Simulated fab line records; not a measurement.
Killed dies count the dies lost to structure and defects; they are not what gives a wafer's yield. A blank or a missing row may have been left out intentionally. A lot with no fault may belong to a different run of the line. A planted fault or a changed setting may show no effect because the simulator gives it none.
A lot that was struck, set against a sound lot -- flow sky130 -- 43 steps out of a route of 708
Sound: the wafers L998.1, L998.5, L998.6. Struck: wafers L108.3, L108.4, L108.5. At the end, the cause is stated.
Each step with rows lists, per side, the tool, then ch with its chambers, then its first start. Under that, the readings that differ: sound wafers -- struck wafers -- difference of the means -- sigmas: that difference in standard deviations of wafers without a fault.
alike: readings whose means differ by less than 2 such deviations, and words and numbers that are the same on both sides. not compared: withheld readings, readings that some wafer has no value for, bounds like >300 that may hide the same value, and numbers for which the record gives no deviation and whose values overlap.
The two part at a step that has a row with sigmas, a row that says differs or no value, or rows on one side only. Numbers that have no deviation but don't overlap get no sigmas and don't part them. Lack of a reading on every wafer of one side parts them only where that side has two or more wafers.

first, 2 steps without rows for these wafers: SKY_GATE_OXIDE_CLEAN_00 (cleans in SC1/SC2, time 150 s); SKY_GATE_OXIDE_OXIDATION_01 (stabilise 600 s, purge 300 s, target thk 10.268 nm).
SKY_GATE_OXIDE_THK_MEAS_02:
  sound on film-metro-01 at day 12 15:54; struck on film-metro-01 at day 17 05:58
  alike: GATE_OXIDE_OXIDATION_00_THK
then, 7 steps without rows for these wafers: SKY_GATE_OXIDE_DEHYDRATE_03 (time 60 s); SKY_GATE_OXIDE_HMDS_04 (prime time 60 s); SKY_GATE_OXIDE_COAT_05 (resist thk 1140 nm); SKY_GATE_OXIDE_SOFTBAKE_06 (time 60 s); SKY_GATE_OXIDE_EXPOSE_07 (exposes mask LVOM, target cd 600 nm); SKY_GATE_OXIDE_PEB_08; SKY_GATE_OXIDE_DEVELOP_09 (develop time 60 s).
SKY_GATE_OXIDE_OVL_MEAS_10:
  sound on overlay-02 at day 13 16:38; struck on overlay-01 at day 18 11:59
  alike: GATE_OXIDE_OVL
next, for these wafers, 1 step has no rows: SKY_GATE_OXIDE_IMPLANT_11.
SKY_GATE_OXIDE_WET_ETCH_12: etches SiO2 in dHF, target depth 16.8 nm, time 336 s.
  sound on wet-bench-02 ch 2, day 13 16:50; struck on wet-bench-01 ch 3, day 18 12:09
SKY_GATE_OXIDE_STRIP_13: strips in O2/N2.
  sound on plasma-asher-04 ch 0,1, day 13 16:56; struck on plasma-asher-04 ch 0,1, day 18 12:23
  alike: drypump-motor-current-A, oes-product-au, strip-time-to-endpoint-s
  not compared: rf-hours-counter-h
SKY_GATE_OXIDE_TW_MEAS_14:
  sound on film-metro-04 at day 13 17:02; struck on film-metro-02 at day 18 12:29
  alike: GATE_OXIDE_TW
then, 3 steps without rows for these wafers: SKY_GATE_OXIDE_CLEAN_15 (cleans in SC1/SC2, time 150 s); SKY_GATE_OXIDE_OXIDATION_16 (stabilise 600 s, purge 300 s, target thk 3.57 nm); SKY_POLY_GATE_CVD_00 (deposits poly-Si, target thk 180 nm, time 720 s).
SKY_POLY_GATE_THK_MEAS_01:
  sound on film-metro-03 at day 13 21:12; struck on film-metro-04 at day 18 15:19
  alike: POLY_GATE_CVD_00_THK
then, 8 steps without rows for these wafers: SKY_RES_PROTECT_DEHYDRATE_00 (time 60 s); SKY_RES_PROTECT_HMDS_01 (prime time 60 s); SKY_RES_PROTECT_COAT_02 (resist thk 1140 nm); SKY_RES_PROTECT_SOFTBAKE_03 (time 60 s); SKY_RES_PROTECT_EXPOSE_04 (exposes mask RPM, target cd 1270 nm); SKY_RES_PROTECT_PEB_05; SKY_RES_PROTECT_DEVELOP_06 (develop time 60 s); SKY_POLY_GATE_IMPLANT_02.
SKY_RES_PROTECT_STRIP_07: strips in O2/N2.
  sound on plasma-asher-03 ch 0,1, day 14 23:10; struck on plasma-asher-04 ch 0,1, day 19 22:02
  alike: drypump-motor-current-A, oes-product-au, strip-time-to-endpoint-s
  not compared: rf-hours-counter-h
SKY_RES_PROTECT_TW_MEAS_08:
  sound on film-metro-01 at day 14 23:16; struck on film-metro-03 at day 19 22:07
  alike: POLY_GATE_TW
then, 2 steps without rows for these wafers: SKY_RES_PROTECT_CLEAN_09 (cleans in SC1/SC2, time 150 s); SKY_POLY_GATE_CVD_03 (deposits Si3N4 from DCS/NH3, target thk 75 nm, time 1290 s).
SKY_POLY_GATE_THK_MEAS_04:
  sound on film-metro-02 at day 15 01:43; struck on film-metro-02 at day 19 23:43
  alike: POLY_GATE_CVD_03_THK
then, 8 steps without rows for these wafers: SKY_POLY_GATE_DEHYDRATE_05 (time 60 s); SKY_POLY_GATE_HMDS_06 (prime time 60 s); SKY_POLY_GATE_COAT_07 (resist thk 110 nm); SKY_POLY_GATE_COAT_08 (resist thk 450 nm); SKY_POLY_GATE_SOFTBAKE_09 (time 90 s); SKY_POLY_GATE_EXPOSE_10 (exposes mask P1M, target cd 150 nm); SKY_POLY_GATE_PEB_11; SKY_POLY_GATE_DEVELOP_12 (develop time 60 s).
SKY_POLY_GATE_CD_MEAS_13: target cd 150 nm.
  sound on cd-sem-01 at day 16 06:05; struck on cd-sem-01 at day 21 06:17
  alike: cd-nm
SKY_POLY_GATE_OVL_MEAS_14:
  sound on overlay-01 at day 16 06:13; struck on overlay-01 at day 21 06:22
  alike: POLY_GATE_OVL
-- the record jumps here: 28 days lie between the struck wafers' starts before and after (it left off in module POLY_GATE and takes up again in module PAD_OPEN, whose first step shown is number 708 of the route) --
SKY_PAD_OPEN_PROBE_99:
  rows exist in the record for the struck wafers here (prober-01, day 48 22:43), but not for the sound ones

WHERE THEY PART
SKY_PAD_OPEN_PROBE_99 only, going by this record.

WHY: the cause the simulator had injected
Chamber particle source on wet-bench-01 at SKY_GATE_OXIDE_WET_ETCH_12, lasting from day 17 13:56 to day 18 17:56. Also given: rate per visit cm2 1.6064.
